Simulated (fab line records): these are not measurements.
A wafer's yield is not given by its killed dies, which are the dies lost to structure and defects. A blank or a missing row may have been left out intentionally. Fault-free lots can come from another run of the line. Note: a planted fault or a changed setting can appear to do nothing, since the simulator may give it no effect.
The tool behind it: which one? + flow sky130 + route of 708 steps, sampled at 1 step: 6 lots, 18 wafers

WHAT THE GAUGES READ, wafer by wafer
SKY_VIA4_THK_MEAS_01.
| lot  | measured     | on           | VIA4_HDPCVD_THK (nm) |
|------|--------------|--------------|----------------------|
| L368 | day 42 01:44 | filmMetro-02 | 1756 1755 1764       |
| L370 | day 42 15:05 | filmMetro-01 | 1767 1762 1776       |
| L376 | day 44 14:35 | filmMetro-01 | 1775 1757 1768       |
| L383 | day 46 00:52 | filmMetro-03 | 1769 1765 1758       |
| L385 | day 46 11:18 | filmMetro-03 | 1747 1743 1751       |
| L390 | day 47 15:56 | filmMetro-01 | 1773 1774 1767       |

EACH LOT AND THE TOOL THAT RAN IT (in order: tool; ch and the chambers of the sampled wafers; start)
The record holds no process step before these readings.

THE ANSWER, worked out from the rows above alone
Rule: the lots themselves supply what counts as usual. Put in order of their means at a reading, lots are off if they are a third of the lots or fewer, leave a main group of 4 or more, and stand apart from it by a gap of 3 or more times the standard deviation of the main group's means; of several such gaps the widest counts. Not used: any main group whose means are identical at the precision the tables above print for the reading. A lot without any number at a reading at which 4 lots or more have one is off too. The other lots that the step has rows for count as sound.
No lot is off at any reading shown: from this, nothing can be told.

WHAT HAD BEEN PUT IN BY THE SIMULATOR
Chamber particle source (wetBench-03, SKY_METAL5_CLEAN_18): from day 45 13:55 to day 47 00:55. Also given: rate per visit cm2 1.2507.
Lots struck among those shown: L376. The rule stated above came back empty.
